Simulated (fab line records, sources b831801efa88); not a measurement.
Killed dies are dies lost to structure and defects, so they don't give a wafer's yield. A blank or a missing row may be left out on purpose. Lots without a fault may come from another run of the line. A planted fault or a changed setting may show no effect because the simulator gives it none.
fab line records | flow gf180mcu | part 1 of 2: steps 1 to 43 of 44
record lots=7 wafers=21 last_day=32
route steps=602 shown POLY_GATE@173 HV_LDD@176 PASSIVATION@602
lots that met no fault: from a run of the same line without faults
start_h: hours from the record's first day to the start of the lot's first wafer shown | wait_h: hours since the lot's step before | " the same as in the row above | L1.1+2: a row that stands for several wafers | - no value, or no start given | * or withheld: withheld | < > ~ a bound
route shown NAME@n: a module of which the file shows steps, and the number in the route of the first | usual: mean/standard deviation of fault-free wafers | same: alike in all rows | chamber/n: place in a boat | sites: the reading at each site | _std_site: their standard deviation | _edge_site: outer sites' mean less inner sites' | radius_mm: how far each site lies from the wafer's centre | mask NAME#n: copy n | behind: the tool/chamber that last shaped the wafer | hold: why the lot was held/for how many hours/how that ended | device: the transistor (n, p or np) that didn't switch | end of line: the same wafers' tests at the end of the route | a step without rows: its recipe alone | killed: dies lost to structure and defects at the first sort, not the wafer's yield | map: a wafer's dies, x killed, . not, _ none there
set.NAME: the setting as run; set.NAME@STEP: as run at that earlier step | model.NAME: the simulator's own value behind a step, which no gauge read
lots at some steps of the route; a table a step, a row a wafer
services: from which hour (start_h, from the record's first day; less than 0 if before it) a tool's chamber was out of use, for how many hours, and why
## steps
# step GF_POLY_GATE_OXIDATION_16
# recipe temp_c=850 ambient=O2 stabilise_s=600 purge_s=300 target_thk_a=40 ox_time_s=899
# step GF_POLY_GATE_THK_MEAS_17
# recipe reads=SiO2_of_POLY_GATE_OXIDATION_16
# usual POLY_GATE_OXIDATION_THK=3.98/0.08
# columns lot.wafer tool chamber start_h wait_h POLY_GATE_OXIDATION_THK[nm]
L703.1 film_metro-04 - 213.43 0.0 3.79
L703.3 " - " " 3.89
L703.5 " - " " 3.85
L704.1 film_metro-03 - 222.76 0.0 4.00
L704.4 " - " " 3.99
L704.5 " - " " 4.02
L707.3 film_metro-04 - 235.45 0.0 4.01
L707.4 " - " " 4.01
L707.6 " - " " 3.96
L711.1 film_metro-04 - 266.76 0.0 4.09
L711.4 " - " " 4.15
L711.5 " - " " 4.10
L714.2 film_metro-03 - 290.77 0.0 3.85
L714.4 " - " " 3.87
L714.5 " - " " 3.98
L717.2 film_metro-03 - 310.19 0.0 3.86
L717.3 " - " " 3.81
L717.4 " - " " 3.94
L718.2 film_metro-04 - 316.74 0.0 4.07
L718.3 " - " " 4.03
L718.6 " - " " 4.10
# step GF_POLY_GATE_CD_MEAS_18
# usual cd_nm=279.6/2.4
# columns lot.wafer tool chamber start_h wait_h cd_nm
L703.1 cd_sem-01 - 213.49 0.1 278.2
L703.3 " - " " 275.6
L703.5 " - " " 279.0
L704.1 cd_sem-02 - 222.82 0.1 283.9
L704.4 " - " " 285.5
L704.5 " - " " 285.0
L707.3 cd_sem-02 - 235.55 0.1 281.8
L707.4 " - " " 278.9
L707.6 " - " " 282.7
L711.1 cd_sem-02 - 266.82 0.1 283.0
L711.4 " - " " 283.2
L711.5 " - " " 280.0
L714.2 cd_sem-01 - 290.85 0.1 279.2
L714.4 " - " " 278.5
L714.5 " - " " 278.1
L717.2 cd_sem-01 - 310.27 0.1 278.0
L717.3 " - " " 276.0
L717.4 " - " " 278.8
L718.2 cd_sem-02 - 316.82 0.1 276.8
L718.3 " - " " 280.1
L718.6 " - " " 278.2
# step GF_HV_LDD_DEHYDRATE_00
# recipe temp_c=200 time_s=60
# step GF_HV_LDD_HMDS_01
# recipe prime_time_s=60 prime_temp_c=120
# step GF_HV_LDD_COAT_02
# recipe resist=NOVOLAK spin_rpm=3000 resist_thk_nm=1000
# step GF_HV_LDD_SOFTBAKE_03
# recipe temp_c=90 time_s=60 resist=NOVOLAK
# step GF_HV_LDD_EXPOSE_04
# recipe mask_id=Nplus_LV_AREA target_cd_nm=400 na=0.6 source_shape=conventional sigma_outer=0.6 dose_mj=140
# step GF_HV_LDD_PEB_05
# recipe temp_c=withheld time_s=* resist=NOVOLAK
# step GF_HV_LDD_DEVELOP_06
# recipe develop_time_s=57.53 dev_temp_c=23
# step GF_HV_LDD_CD_MEAS_07
# recipe target_cd_nm=400
# usual cd_nm=399.7/2.5
# columns lot.wafer tool chamber start_h wait_h cd_nm
L703.1 cd_sem-01 - 229.81 0.1 406.0
L703.3 " - " " 404.6
L703.5 " - " " 405.7
L704.1 cd_sem-01 - 240.91 0.1 402.1
L704.4 " - " " 401.8
L704.5 " - " " 401.2
L707.3 cd_sem-01 - 253.40 0.1 403.4
L707.4 " - " " 397.4
L707.6 " - " " 399.1
L711.1 cd_sem-01 - 286.11 0.1 397.9
L711.4 " - " " 398.7
L711.5 " - " " 396.6
L714.2 cd_sem-01 - 310.55 0.1 400.7
L714.4 " - " " 399.1
L714.5 " - " " 398.9
L717.2 cd_sem-01 - 329.68 0.1 402.8
L717.3 " - " " 402.0
L717.4 " - " " 400.1
L718.2 cd_sem-01 - 336.60 0.1 396.6
L718.3 " - " " 397.0
L718.6 " - " " 396.8
# step GF_HV_LDD_OVL_MEAS_08
# usual HV_LDD_OVL=-0.5/1.3
# columns lot.wafer tool chamber start_h wait_h HV_LDD_OVL[nm]
L703.1 overlay-02 - 229.93 0.1 0.7
L703.3 " - " " -0.1
L703.5 " - " " -0.2
L704.1 overlay-02 - 241.03 0.1 -1.9
L704.4 " - " " -2.6
L704.5 " - " " -2.0
L707.3 overlay-01 - 253.50 0.1 -1.0
L707.4 " - " " 0.2
L707.6 " - " " -0.2
L711.1 overlay-02 - 286.23 0.1 1.2
L711.4 " - " " -0.5
L711.5 " - " " -1.3
L714.2 overlay-02 - 310.66 0.1 1.3
L714.4 " - " " -1.0
L714.5 " - " " -0.9
L717.2 overlay-01 - 329.78 0.1 2.2
L717.3 " - " " -0.1
L717.4 " - " " 0.6
L718.2 overlay-01 - 336.71 0.1 -2.5
L718.3 " - " " -0.8
L718.6 " - " " -0.3
# step GF_HV_LDD_IMPLANT_09
# recipe species=As energy_kev=40 dose_cm2=1e+14 tilt_deg=7
# columns lot.wafer tool chamber start_h wait_h
L703.1+3+5 implanter-03 0 229.97 0.0
L704.1+4+5 implanter-03 0 241.06 0.0
L704.1+4+5 implanter-03 0 241.38 0.3
L707.3+4+6 implanter-04 0 253.57 0.1
L707.3+4+6 implanter-04 0 253.89 0.3
L711.1+4+5 implanter-04 0 286.26 0.0
L711.1+4+5 implanter-04 0 286.58 0.3
L714.2+4+5 implanter-02 0 310.71 0.0
L717.2+3+4 implanter-03 0 329.84 0.0
L718.2+3+6 implanter-02 0 336.76 0.0
# step GF_HV_LDD_STRIP_10
# recipe chemistry=O2/N2 power_w=1400 pressure_mtorr=1500 platen_temp_c=250 o2_flow_sccm=3000 n2_flow_sccm=300 overash_fraction=0.5
# usual drypump_motor_current_A=5.6/0.52 heater_power_w=333/19 oes_product_au=0.716/0.0044 strip_time_to_endpoint_s=12.63/0.034
# columns lot.wafer tool chamber start_h wait_h drypump_motor_current_A heater_power_w oes_product_au rf_hours_counter_h strip_time_to_endpoint_s
L703.1 plasma_asher-04 1 230.12 0.1 5.9 345 0.709 12 12.67
L703.3 " 0 " " 5.7 353 0.713 - 12.64
L703.5 " 0 " " 5.7 348 0.714 - 12.64
L704.1 plasma_asher-02 0 241.53 0.1 5.5 333 0.712 67 12.60
L704.4 " 1 " " 5.6 325 0.719 - 12.58
L704.5 " 1 " " 5.6 332 0.720 - 12.59
L707.3 plasma_asher-04 1 254.02 0.1 5.8 348 0.713 - 12.69
L707.4 " 0 " " 5.7 341 0.714 - 12.73
L707.6 " 0 " " 5.7 349 0.723 - 12.69
L711.1 plasma_asher-04 1 286.73 0.1 5.9 345 0.712 18 12.66
L711.4 " 1 " " 5.8 340 0.719 - 12.65
L711.5 " 1 " " 5.9 339 0.710 - 12.63
L714.2 plasma_asher-02 1 310.84 0.1 5.6 333 0.722 74 12.67
L714.4 " 0 " " 5.4 329 0.715 - 12.61
L714.5 " 0 " " 5.4 325 0.720 - 12.68
L717.2 plasma_asher-02 0 329.96 0.1 5.4 325 0.715 76 12.68
L717.3 " 0 " " 5.4 335 0.718 - 12.68
L717.4 " 1 " " 5.6 332 0.710 - 12.67
L718.2 plasma_asher-03 0 336.89 0.1 6.5 304 0.719 71 12.67
L718.3 " 1 " " 4.9 356 0.719 - 12.65
L718.6 " 1 " " 4.9 355 0.718 - 12.65
# step GF_HV_LDD_TW_MEAS_11
# usual HV_LDD_TW=2389/14
# columns lot.wafer tool chamber start_h wait_h HV_LDD_TW
L703.1 film_metro-01 - 230.22 0.1 2389
L703.3 " - " " 2390
L703.5 " - " " 2392
L704.1 film_metro-01 - 241.63 0.1 2817
L704.4 " - " " 2822
L704.5 " - " " 2810
L707.3 film_metro-01 - 254.11 0.1 2833
L707.4 " - " " 2817
L707.6 " - " " 2809
L711.1 film_metro-03 - 286.83 0.1 2829
L711.4 " - " " 2819
L711.5 " - " " 2827
L714.2 film_metro-01 - 310.95 0.1 2379
L714.4 " - " " 2387
L714.5 " - " " 2377
L717.2 film_metro-02 - 330.07 0.1 2398
L717.3 " - " " 2430
L717.4 " - " " 2412
L718.2 film_metro-03 - 337.00 0.1 2398
L718.3 " - " " 2410
L718.6 " - " " 2393
# step GF_HV_LDD_DEHYDRATE_12
# recipe temp_c=200 time_s=60
# step GF_HV_LDD_HMDS_13
# recipe prime_time_s=60 prime_temp_c=120
# step GF_HV_LDD_COAT_14
# recipe resist=NOVOLAK spin_rpm=3000 resist_thk_nm=1000
# step GF_HV_LDD_SOFTBAKE_15
# recipe temp_c=90 time_s=60 resist=NOVOLAK
# step GF_HV_LDD_EXPOSE_16
# recipe mask_id=Pplus_LV_AREA target_cd_nm=400 na=0.6 source_shape=conventional sigma_outer=0.6 dose_mj=140
# step GF_HV_LDD_PEB_17
# recipe temp_c=withheld time_s=* resist=NOVOLAK
# step GF_HV_LDD_DEVELOP_18
# recipe develop_time_s=60 dev_temp_c=22.37
# step GF_HV_LDD_CD_MEAS_19
# recipe target_cd_nm=400
# usual cd_nm=401.9/2.6
# columns lot.wafer tool chamber start_h wait_h cd_nm
L703.1 cd_sem-01 - 248.46 0.1 404.4
L703.3 " - " " 403.4
L703.5 " - " " 403.9
L704.1 cd_sem-02 - 259.88 0.1 405.8
L704.4 " - " " 405.8
L704.5 " - " " 406.4
L707.3 cd_sem-02 - 272.60 0.1 403.1
L707.4 " - " " 400.9
L707.6 " - " " 402.1
L711.1 cd_sem-01 - 305.01 0.1 397.6
L711.4 " - " " 398.1
L711.5 " - " " 399.1
L714.2 cd_sem-01 - 330.33 0.1 400.7
L714.4 " - " " 397.7
L714.5 " - " " 399.9
L717.2 cd_sem-01 - 350.30 0.1 395.8
L717.3 " - " " 395.9
L717.4 " - " " 396.3
L718.2 cd_sem-02 - 357.03 0.1 400.8
L718.3 " - " " 400.1
L718.6 " - " " 401.4
# step GF_HV_LDD_OVL_MEAS_20
# usual HV_LDD_01_OVL=-0.7/1.2
# columns lot.wafer tool chamber start_h wait_h HV_LDD_01_OVL[nm]
L703.1 overlay-02 - 248.58 0.1 -2.2
L703.3 " - " " -1.9
L703.5 " - " " -1.7
L704.1 overlay-01 - 260.00 0.1 -1.6
L704.4 " - " " 0.9
L704.5 " - " " -1.0
L707.3 overlay-02 - 272.70 0.1 -0.8
L707.4 " - " " -0.6
L707.6 " - " " -2.0
L711.1 overlay-02 - 305.13 0.1 -1.3
L711.4 " - " " -2.5
L711.5 " - " " -2.1
L714.2 overlay-01 - 330.43 0.1 -0.1
L714.4 " - " " 0.9
L714.5 " - " " -3.7
L717.2 overlay-02 - 350.41 0.1 -0.7
L717.3 " - " " -1.4
L717.4 " - " " -0.1
L718.2 overlay-01 - 357.14 0.1 0.1
L718.3 " - " " -1.0
L718.6 " - " " -0.3
# step GF_HV_LDD_IMPLANT_21
# recipe species=BF2 energy_kev=25 dose_cm2=5e+13 tilt_deg=7
# step GF_HV_LDD_STRIP_22
# recipe chemistry=O2/N2 power_w=1400 pressure_mtorr=1500 platen_temp_c=250 o2_flow_sccm=3000 n2_flow_sccm=300 overash_fraction=0.5
# usual drypump_motor_current_A=5.7/0.57 heater_power_w=336/21 oes_product_au=0.716/0.0043 strip_time_to_endpoint_s=12.63/0.032
# columns lot.wafer tool chamber start_h wait_h drypump_motor_current_A heater_power_w oes_product_au rf_hours_counter_h strip_time_to_endpoint_s
L703.1 plasma_asher-03 1 248.76 0.1 4.9 351 0.714 61 12.64
L703.3 " 1 " " 4.9 365 0.719 - 12.65
L703.5 " 1 " " 4.9 355 0.718 - 12.63
L704.1 plasma_asher-02 1 260.19 0.1 5.6 324 0.719 69 12.61
L704.4 " 1 " " 5.6 313 0.713 - 12.60
L704.5 " 1 " " 5.6 327 0.712 - 12.62
L707.3 plasma_asher-03 0 272.90 0.1 6.5 305 0.714 - 12.59
L707.4 " 1 " " 4.9 351 0.716 - 12.61
L707.6 " 0 " " 6.5 306 0.719 - 12.57
L711.1 plasma_asher-03 1 305.32 0.1 4.9 354 0.715 67 12.65
L711.4 " 0 " " 6.5 305 0.715 - 12.66
L711.5 " 0 " " 6.5 294 0.722 - 12.64
L714.2 plasma_asher-03 0 330.61 0.1 6.5 304 0.716 70 12.62
L714.4 " 1 " " 5.0 359 0.719 - 12.62
L714.5 " 0 " " 6.5 300 0.713 - 12.61
L717.2 plasma_asher-04 1 350.59 0.1 5.9 342 0.720 23 12.62
L717.3 " 1 " " 5.9 345 0.710 - 12.60
L717.4 " 0 " " 5.7 351 0.724 - 12.64
L718.2 plasma_asher-03 0 357.32 0.1 6.5 317 0.713 74 12.60
L718.3 " 1 " " 4.9 363 0.724 - 12.65
L718.6 " 0 " " 6.5 315 0.712 - 12.61
# step GF_HV_LDD_TW_MEAS_23
# usual HV_LDD_2_TW=1048/8.3
# columns lot.wafer tool chamber start_h wait_h HV_LDD_2_TW
L703.1 film_metro-01 - 248.86 0.1 1043
L703.3 " - " " 1040
L703.5 " - " " 1044
L704.1 film_metro-01 - 260.29 0.1 1043
L704.4 " - " " 1046
L704.5 " - " " 1039
L707.3 film_metro-03 - 272.99 0.1 1044
L707.4 " - " " 1041
L707.6 " - " " 1042
L711.1 film_metro-02 - 305.42 0.1 1058
L711.4 " - " " 1058
L711.5 " - " " 1060
L714.2 film_metro-03 - 330.72 0.1 1045
L714.4 " - " " 1052
L714.5 " - " " 1050
L717.2 film_metro-02 - 350.70 0.1 1054
L717.3 " - " " 1059
L717.4 " - " " 1049
L718.2 film_metro-01 - 357.43 0.1 1049
L718.3 " - " " 1047
L718.6 " - " " 1048
# step GF_HV_LDD_DEHYDRATE_24
# recipe temp_c=200 time_s=60
# step GF_HV_LDD_HMDS_25
# recipe prime_time_s=60 prime_temp_c=120
# step GF_HV_LDD_COAT_26
# recipe resist=NOVOLAK spin_rpm=3000 resist_thk_nm=1000
# step GF_HV_LDD_SOFTBAKE_27
# recipe temp_c=90 time_s=60 resist=NOVOLAK
# step GF_HV_LDD_EXPOSE_28
# recipe mask_id=Nplus_HV_AREA target_cd_nm=400 na=0.6 source_shape=conventional sigma_outer=0.6 dose_mj=140
# step GF_HV_LDD_PEB_29
# recipe temp_c=withheld time_s=* resist=NOVOLAK
# step GF_HV_LDD_DEVELOP_30
# recipe develop_time_s=60 dev_temp_c=23
# step GF_HV_LDD_CD_MEAS_31
# recipe target_cd_nm=400
# usual cd_nm=399.5/1.9
# columns lot.wafer tool chamber start_h wait_h cd_nm
L703.1 cd_sem-01 - 267.68 0.1 400.1
L703.3 " - " " 399.4
L703.5 " - " " 398.2
L704.1 cd_sem-02 - 279.36 0.1 399.0
L704.4 " - " " 398.3
L704.5 " - " " 397.9
L707.3 cd_sem-02 - 292.12 0.1 400.0
L707.4 " - " " 398.7
L707.6 " - " " 401.7
L711.1 cd_sem-01 - 325.71 0.1 398.0
L711.4 " - " " 400.6
L711.5 " - " " 400.1
L714.2 cd_sem-01 - 351.20 0.1 399.2
L714.4 " - " " 398.6
L714.5 " - " " 400.4
L717.2 cd_sem-02 - 372.85 0.1 397.9
L717.3 " - " " 401.0
L717.4 " - " " 401.0
L718.2 cd_sem-01 - 379.22 0.1 399.2
L718.3 " - " " 397.7
L718.6 " - " " 398.5
# step GF_HV_LDD_OVL_MEAS_32
# usual HV_LDD_02_OVL=0.4/1.6
# columns lot.wafer tool chamber start_h wait_h HV_LDD_02_OVL[nm]
L703.1 overlay-01 - 267.80 0.1 1.1
L703.3 " - " " 0.3
L703.5 " - " " 1.9
L704.1 overlay-01 - 279.48 0.1 -0.7
L704.4 " - " " -1.2
L704.5 " - " " 0.6
L707.3 overlay-02 - 292.21 0.1 0.5
L707.4 " - " " -1.6
L707.6 " - " " -0.8
L711.1 overlay-01 - 325.83 0.1 1.2
L711.4 " - " " 0.1
L711.5 " - " " 0.2
L714.2 overlay-01 - 351.31 0.1 -1.8
L714.4 " - " " -3.5
L714.5 " - " " -0.7
L717.2 overlay-01 - 372.95 0.1 0.9
L717.3 " - " " 0.5
L717.4 " - " " 1.0
L718.2 overlay-01 - 379.33 0.1 1.8
L718.3 " - " " 1.9
L718.6 " - " " -0.3
# step GF_HV_LDD_IMPLANT_33
# recipe species=P energy_kev=60 dose_cm2=7.5e+12 tilt_deg=30 rotation_deg=0
# step GF_HV_LDD_IMPLANT_34
# recipe species=P energy_kev=60 dose_cm2=7.5e+12 tilt_deg=30 rotation_deg=90
# step GF_HV_LDD_IMPLANT_35
# recipe species=P energy_kev=60 dose_cm2=7.5e+12 tilt_deg=30 rotation_deg=180
# step GF_HV_LDD_IMPLANT_36
# recipe species=P energy_kev=60 dose_cm2=7.5e+12 tilt_deg=30 rotation_deg=270
# step GF_HV_LDD_STRIP_37
# recipe chemistry=O2/N2 power_w=1400 pressure_mtorr=1500 platen_temp_c=250 o2_flow_sccm=3000 n2_flow_sccm=300 overash_fraction=0.5
# usual drypump_motor_current_A=5.7/0.41 heater_power_w=339/17 oes_product_au=0.716/0.0046 strip_time_to_endpoint_s=12.63/0.038
# columns lot.wafer tool chamber start_h wait_h drypump_motor_current_A heater_power_w oes_product_au rf_hours_counter_h strip_time_to_endpoint_s
L703.1 plasma_asher-04 0 268.44 0.1 5.8 346 0.706 16 12.63
L703.3 " 1 " " 5.8 343 0.721 - 12.64
L703.5 " 1 " " 5.9 339 0.714 - 12.65
L704.1 plasma_asher-04 1 280.11 0.1 5.8 337 0.705 17 12.65
L704.4 " 0 " " 5.7 357 0.721 - 12.59
L704.5 " 0 " " 5.7 354 0.713 - 12.63
L707.3 plasma_asher-03 0 292.87 0.1 6.5 306 0.708 - 12.65
L707.4 " 1 " " 4.9 358 0.721 - 12.67
L707.6 " 0 " " 6.5 307 0.715 - 12.67
L711.1 plasma_asher-03 1 326.47 0.1 4.9 355 0.715 70 12.63
L711.4 " 0 " " 6.5 315 0.708 - 12.62
L711.5 " 1 " " 4.9 355 0.725 - 12.62
L714.2 plasma_asher-02 1 351.94 0.1 5.5 328 0.722 80 12.58
L714.4 " 1 " " 5.5 327 0.724 - 12.61
L714.5 " 1 " " 5.5 328 0.707 - 12.60
L717.2 plasma_asher-04 0 373.58 0.1 5.7 342 0.715 24 12.65
L717.3 " 1 " " 5.8 351 0.718 - 12.60
L717.4 " 0 " " 5.7 356 0.714 - 12.61
L718.2 plasma_asher-02 0 379.96 0.1 5.4 330 0.708 84 12.61
L718.3 " 1 " " 5.6 326 0.718 - 12.59
L718.6 " 0 " " 5.4 335 0.716 - 12.60
# step GF_HV_LDD_TW_MEAS_38
# usual HV_LDD_3_TW=1427/9.7
# columns lot.wafer tool chamber start_h wait_h HV_LDD_3_TW
L703.1 film_metro-01 - 268.54 0.1 1423
L703.3 " - " " 1423
L703.5 " - " " 1427
L704.1 film_metro-01 - 280.21 0.1 1429
L704.4 " - " " 1428
L704.5 " - " " 1423
L707.3 film_metro-01 - 292.96 0.1 1410
L707.4 " - " " 1410
L707.6 " - " " 1413
L711.1 film_metro-03 - 326.57 0.1 1422
L711.4 " - " " 1424
L711.5 " - " " 1417
L714.2 film_metro-02 - 352.05 0.1 1430
L714.4 " - " " 1432
L714.5 " - " " 1438
L717.2 film_metro-02 - 373.69 0.1 1449
L717.3 " - " " 1446
L717.4 " - " " 1451
L718.2 film_metro-02 - 380.07 0.1 1453
L718.3 " - " " 1444
L718.6 " - " " 1448
# step GF_HV_LDD_RS_MEAS_53
# recipe thk_meas_gauge=four-point-probe
# usual HV_LDD_RS=418.7/0.83
# columns lot.wafer tool chamber start_h wait_h HV_LDD_RS[ohm/sq]
L703.1 film_metro-03 - 289.00 0.1 418.8
L703.3 " - " " 419.2
L703.5 " - " " 419.3
L704.1 film_metro-03 - 299.31 0.1 313.0
L704.4 " - " " 313.8
L704.5 " - " " 313.3
L707.3 film_metro-01 - 313.00 0.1 313.5
L707.4 " - " " 311.9
L707.6 " - " " 313.7
L711.1 film_metro-03 - 347.69 0.1 313.5
L711.4 " - " " 313.6
L711.5 " - " " 312.7
L714.2 film_metro-03 - 373.80 0.1 418.0
L714.4 " - " " 417.9
L714.5 " - " " 417.5
L717.2 film_metro-03 - 396.29 0.1 419.7
L717.3 " - " " 418.2
L717.4 " - " " 417.5
L718.2 film_metro-03 - 403.47 0.1 418.4
L718.3 " - " " 418.6
L718.6 " - " " 418.8
## key
first_sign step=GF_HV_LDD_IMPLANT_09 reading=visit direction=added
effect step=GF_HV_LDD_TW_MEAS_11 reading=HV_LDD_TW direction=up sigmas=31 usual=2389 struck=2820
effect step=GF_HV_LDD_RS_MEAS_53 reading=HV_LDD_RS direction=down sigmas=99+ usual=418.7 struck=313.2
model_effect step=GF_PASSIVATION_PROBE_99 value=etest.nldd_3p3.line_ohm_um without=2298 struck=1348
met_at GF_HV_LDD_IMPLANT_09
struck_wafers L704.1,L704.4,L704.5,L707.3,L707.4,L707.6,L711.1,L711.4,L711.5
tester_left_out L704,L707,L711
fault kind=repeated_step_whole tool=implanter-02,implanter-03,implanter-04 chamber=- onset_h=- steps=GF_HV_LDD_IMPLANT_09 times=1 scope=struck_lots_only
# tester_left_out: of these lots the tester's yield and bins aren't shown, on N5 and GAA mostly nor the transistor test; their killed dies are dies lost to structure and defects alone, not to doping, threshold or leakage, so they don't give the yield
